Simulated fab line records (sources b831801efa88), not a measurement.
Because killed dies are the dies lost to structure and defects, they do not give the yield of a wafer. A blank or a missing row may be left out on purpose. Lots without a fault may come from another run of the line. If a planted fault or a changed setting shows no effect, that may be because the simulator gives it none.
Which of the tools did it? -- flow gf180mcu -- 24 lots, 72 wafers sampled, at 2 steps of a route of 602

## WHAT THE GAUGES READ, wafer by wafer
GF_V1_THK_MEAS_25: measures by xrf.
lot,measured,on,V1_W_THK (nm)
L074,day 18 03:01,film_metro-03,350 353 352
L075,day 18 13:25,film_metro-03,343 340 346
L076,day 19 00:07,film_metro-03,350 348 351
L077,day 19 03:09,film_metro-03,348 352 346
L078,day 19 19:57,film_metro-02,353 352 357
L079,day 20 03:41,film_metro-03,345 348 344
L080,day 20 13:49,film_metro-03,352 352 353
L081,day 20 18:33,film_metro-04,348 346 346
L082,day 21 05:33,film_metro-03,354 352 349
L083,day 21 16:28,film_metro-03,353 350 353
L084,day 22 01:17,film_metro-02,349 346 349
L085,day 22 11:44,film_metro-03,347 351 345
L086,day 22 21:17,film_metro-03,357 353 351
L087,day 23 03:08,film_metro-03,351 349 353
L088,day 23 09:55,film_metro-03,347 351 347
L089,day 23 21:43,film_metro-03,355 359 360
L090,day 24 03:29,film_metro-03,347 346 349
L091,day 24 06:34,film_metro-03,350 352 356
L092,day 24 16:11,film_metro-04,351 342 349
L093,day 24 23:20,film_metro-04,356 351 357
L094,day 25 07:25,film_metro-02,348 348 346
L095,day 25 13:10,film_metro-02,354 346 348
L096,day 25 21:36,film_metro-02,335 345 337
L097,day 26 02:13,film_metro-03,352 351 352

GF_M3_CD_MEAS_14: target cd 280 nm.
lot,measured,on,cd_nm (nm)
L074,day 21 07:36,cd_sem-02,279.9 279.2 279.0
L075,day 21 16:17,cd_sem-01,278.4 278.2 277.9
L076,day 22 04:31,cd_sem-02,280.5 279.8 280.1
L077,day 22 06:46,cd_sem-01,280.8 280.3 278.7
L078,day 22 23:56,cd_sem-02,280.7 280.4 279.9
L079,day 23 06:41,cd_sem-02,279.6 279.6 278.6
L080,day 23 15:53,cd_sem-02,279.1 278.7 281.7
L081,day 23 19:55,cd_sem-02,279.4 279.4 281.4
L082,day 24 07:02,cd_sem-01,281.8 283.7 280.9
L083,day 24 16:04,cd_sem-01,280.8 280.3 279.1
L084,day 25 00:53,cd_sem-02,279.4 280.0 279.5
L085,day 25 11:05,cd_sem-02,280.3 282.0 280.2
L086,day 25 19:16,cd_sem-02,281.2 282.0 280.9
L087,day 26 01:22,cd_sem-01,281.0 280.3 280.0
L088,day 26 06:07,cd_sem-01,280.2 280.3 280.8
L089,day 26 16:46,cd_sem-01,281.8 281.8 282.4
L090,day 26 22:56,cd_sem-02,279.1 278.1 280.1
L091,day 27 02:08,cd_sem-01,280.2 280.2 280.0
L092,day 27 08:40,cd_sem-01,280.7 279.7 280.6
L093,day 27 17:13,cd_sem-02,281.0 280.7 280.0
L094,day 28 00:08,cd_sem-01,281.0 281.5 280.3
L095,day 28 04:43,cd_sem-02,277.7 276.9 278.2
L096,day 28 13:47,cd_sem-01,281.6 282.4 282.1
L097,day 28 16:49,cd_sem-01,280.9 279.7 279.8

## EACH LOT AND THE TOOL THAT RAN IT (in order: tool; ch and the chambers of the sampled wafers; start)
Before these readings, the record contains no process step.

## WHAT THE TOOLS THEMSELVES READ (means of the sampled wafers that have a number; where no wafer has one, the mark that the record gives instead)
The record holds no such reading with a usual standard deviation.

## THE ANSWER, worked out from the rows above alone
Rule: usual is defined by the lots themselves. Put in order of their means at a reading, lots are off if they are a third of the lots or fewer, leave a main group of 4 or more, and stand apart from it by a gap of 3 or more times the standard deviation of the main group's means; of several such gaps the widest counts. A main group is skipped when, at the precision printed for the reading in the tables above, its means are all equal. A lot without any number at a reading at which 4 lots or more have one is off too. Where the step has rows for the other lots, those lots are counted as sound. The gauges are gone through in route order, then the tools' own readings, and for those a lot's mean is taken as printed above. The first step at which some lot is off is used, and at that step the reading that is off furthest; a lot without a number counts as furthest.
No lot is off at any reading shown: from this, nothing can be told.

## WHAT HAD BEEN PUT IN BY THE SIMULATOR
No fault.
